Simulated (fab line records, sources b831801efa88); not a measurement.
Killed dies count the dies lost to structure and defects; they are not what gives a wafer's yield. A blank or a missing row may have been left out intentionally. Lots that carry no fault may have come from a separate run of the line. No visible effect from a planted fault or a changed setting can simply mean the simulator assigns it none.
Code-filled problem report in 8D (eight disciplines) form | flow sfqLine | the parts of the form that need people (team, actions taken, sign-off) are left out

1. WHAT IS WRONG
SFQ_TRILAYER_L0_VIA_ETCH_VIA_ETCH_016, oesProductAu: mean 0.785 a.u. on 2 wafers (1 lot); fault-free wafers 0.843 a.u., standard deviation 0.0071. That puts it -8.2 standard deviations away from the usual mean.
The step: etches SiO2 in CHF3, stops on MoNx KI, target depth 80 nm.
First observed at day 8 17:37: wafer L479.1, on rieDiel-04. The record holds 39 wafers of 13 lots with a number at this step. Rule for "out" (also "out of limits"): further than 4 standard deviations from the usual mean. The rest of the wafers with a number are treated as sound.

2. WHAT THIS IS AND IS NOT
question                    | is               | is not
which readings at this step | oesProductAu     | drypumpMotorCurrentA, rfFwdPowerW
which lots                  | L479             | L473, L475, L476, L477, L478, L484, L488, L489, L492, L493, L494, L495
which wafers of those lots  | L479.1, L479.6   | L479.3
read on which tools         | rieDiel-04       | rieDiel-01, rieDiel-02
when                        | from day 8 17:37 | up to then (16 sound wafers); but 21 sound wafers of L484, L488, L489, L492, L493, L494, L495 came after

3. WHAT RULES OUT EACH SUSPECT
Counting: any tool at a process step up to the reading remains a suspect provided it ran every lot that is out. Sound lots after the first of them don't rule it out here, since some wafers of a struck lot are sound.
- pecvd-02 at SFQ_TRILAYER_L0_CAP_PECVD_011 (deposits SiO2 from SiH4/N2O, time 13.333 s, target thk 60 nm): kept. It processed L479, the lot that is out, at day 5 11:05, and its most recent sound lot before then was L477 at day 5 07:29.
- rieDiel-04 at SFQ_TRILAYER_L0_VIA_ETCH_VIA_ETCH_016 (etches SiO2 in CHF3, stops on MoNx KI, target depth 80 nm): kept. It processed L479, the lot that is out, at day 8 17:37, and its most recent sound lot before then was L477 at day 8 12:49. Out on those wafers are its own readings of oesProductAu.
- At SFQ_TRILAYER_L0_CAP_PECVD_011 on pecvd-02, chamber 1 took the sound wafers of the same lots and chamber 0 took the wafers that are out.
- At SFQ_TRILAYER_L0_VIA_ETCH_VIA_ETCH_016 on rieDiel-04, chamber 2 took the sound wafers of the same lots and chamber 1 took the wafers that are out.
What counting leaves: pecvd-02 at SFQ_TRILAYER_L0_CAP_PECVD_011 and rieDiel-04 at SFQ_TRILAYER_L0_VIA_ETCH_VIA_ETCH_016.

4. THE CAUSE (what the simulator had put in)
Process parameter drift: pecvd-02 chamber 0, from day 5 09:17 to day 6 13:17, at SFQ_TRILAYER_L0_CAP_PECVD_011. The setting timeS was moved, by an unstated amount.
Of the 2 suspects that counting leaves, this tool is one.

5. SEQUENCE OF EFFECTS, ordered by route
One row per reading whose mean, taken over the struck wafers that have a number, lies over 3 standard deviations from the usual. Scope: only readings with a usual standard deviation given in the record; hours: median across lots of the time from each lot's start at the first step in this table that gives one to its start at this step; sigmas: change in usual standard deviations.
hours | step                                  | reading      | usual      | on struck wafers | change | sigmas
0     | SFQ_TRILAYER_L0_VIA_ETCH_VIA_ETCH_016 | oesProductAu | 0.843 a.u. | 0.785            | -0.058 | -8.2
Its process steps:
- SFQ_TRILAYER_L0_VIA_ETCH_VIA_ETCH_016: etches SiO2 in CHF3, stops on MoNx KI, target depth 80 nm.
Readings that are blank on the struck wafers while sound wafers have them: rfFwdPowerW at SFQ_TRILAYER_L0_CAP_PECVD_011.

6. HOW IT WOULD HAVE BEEN CAUGHT EARLIER
First out-of-limits reading in this record: day 8 17:37, which is 80 hours after fault onset at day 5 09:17.
All the lots that are out (1) had begun SFQ_TRILAYER_L0_CAP_PECVD_011 on pecvd-02 by day 8 17:37. Holding the tool at that point would not have protected any of them.
